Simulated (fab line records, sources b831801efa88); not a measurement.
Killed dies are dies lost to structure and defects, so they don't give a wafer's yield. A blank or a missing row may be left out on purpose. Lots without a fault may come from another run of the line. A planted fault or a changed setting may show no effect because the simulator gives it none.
A struck lot beside a sound one | flow sky130 | 20 steps out of a route of 708
Sound: wafers L153.1, L153.2, L153.3. Struck: wafers L165.3, L165.4, L165.5. The cause comes at the end.
At each step with rows: each side's tool, then ch and its chambers, then its first start. Under that, the readings that differ: sound wafers | struck wafers | difference of the means | sigmas: that difference in standard deviations of wafers without a fault.
alike: readings whose means differ by less than 2 such deviations, and words and numbers that are the same on both sides. not compared: withheld readings, readings that some wafer has no value for, bounds like >300 that may hide the same value, and numbers for which the record gives no deviation and whose values overlap.
The two part at a step that has a row with sigmas, a row that says differs or no value, or rows on one side only. Numbers that don't overlap but have no deviation are shown without sigmas and don't part them. A reading that every wafer of one side lacks parts them only if that side has two wafers or more.

first, 6 steps without rows for these wafers: SKY_VT_ADJUST_PCH_HMDS_01 (prime time 60 s); SKY_VT_ADJUST_PCH_COAT_02 (resist thk 3000 nm); SKY_VT_ADJUST_PCH_SOFTBAKE_03; SKY_VT_ADJUST_PCH_EXPOSE_04 (exposes mask NWM, target cd 840 nm); SKY_VT_ADJUST_PCH_PEB_05; SKY_VT_ADJUST_PCH_DEVELOP_06 (develop time 60 s).
SKY_VT_ADJUST_PCH_OVL_MEAS_07:
  sound on overlay-02, day 12 21:06; struck on overlay-01, day 15 11:14
  alike: VT_ADJUST_PCH_OVL
then, 1 step without rows for these wafers: SKY_VT_ADJUST_PCH_IMPLANT_08.
SKY_VT_ADJUST_PCH_STRIP_09: strips in O2/N2.
  sound on plasma_asher-01 ch 0,1, day 12 21:17; struck on plasma_asher-03 ch 0,1, day 15 11:26
  alike: drypump_motor_current_A, oes_product_au, strip_time_to_endpoint_s
  not compared: rf_hours_counter_h
SKY_VT_ADJUST_PCH_TW_MEAS_10:
  sound on film_metro-02, day 12 21:23; struck on film_metro-02, day 15 11:32
  alike: VT_ADJUST_PCH_TW
then, 2 steps without rows for these wafers: SKY_SONOS_TUNNEL_DEHYDRATE_00 (time 60 s); SKY_SONOS_TUNNEL_HMDS_01 (prime time 60 s).
SKY_SONOS_TUNNEL_COAT_02: resist thk 1140 nm.
  sound on litho_track-02 ch 0, day 13 10:27; struck on litho_track-03 ch 0, day 16 00:43
  reading                                           | sound          | struck            | difference | sigmas
  model.NOVOLAK_of_SONOS_TUNNEL_COAT_02.thk_nm (nm) | 1142 1141 1143 | 828.5 827.9 827.7 | -314.0     |
then, 3 steps without rows for these wafers: SKY_SONOS_TUNNEL_SOFTBAKE_03 (time 60 s); SKY_SONOS_TUNNEL_EXPOSE_04 (exposes mask TUNM, target cd 410 nm); SKY_SONOS_TUNNEL_PEB_05.
SKY_SONOS_TUNNEL_DEVELOP_06: develop time 60 s.
  sound on litho_track-02 ch 0, day 13 23:42; struck on litho_track-03 ch 0, day 16 14:28
  reading                                           | sound          | struck            | difference | sigmas
  model.NOVOLAK_of_SONOS_TUNNEL_COAT_02.thk_nm (nm) | 1142 1140 1142 | 828.1 827.5 827.3 | -313.7     |
SKY_SONOS_TUNNEL_CD_MEAS_07: target cd 410 nm.
  sound on cd_sem-02, day 13 23:51; struck on cd_sem-01, day 16 14:36
  reading    | sound             | struck            | difference | sigmas
  cd_nm (nm) | 413.2 411.9 410.1 | 443.2 444.2 444.6 | +32.3      | +16
SKY_SONOS_TUNNEL_OVL_MEAS_08:
  sound on overlay-02, day 13 23:58; struck on overlay-02, day 16 14:41
  alike: SONOS_TUNNEL_OVL
-- the record jumps here: 33 days lie between the struck wafers' starts before and after (it left off in module SONOS_TUNNEL and takes up again in module PAD_OPEN, whose first step shown is number 708 of the route) --
SKY_PAD_OPEN_PROBE_99:
  sound on prober-01, day 47 17:55; struck on prober-02, day 49 15:59
  alike: killed_at_M0_to_M3, killed_at_M4_up, killed_at_contacts, killed_at_front_end, killed_at_other, killed_dies, killed_on_rim, killed_open, killed_short

WHERE THEY PART
Only at SKY_SONOS_TUNNEL_CD_MEAS_07, within this record. Later steps at which nothing parts them and some readings are alike: SKY_SONOS_TUNNEL_OVL_MEAS_08, SKY_PAD_OPEN_PROBE_99.

WHY: what the simulator had put in
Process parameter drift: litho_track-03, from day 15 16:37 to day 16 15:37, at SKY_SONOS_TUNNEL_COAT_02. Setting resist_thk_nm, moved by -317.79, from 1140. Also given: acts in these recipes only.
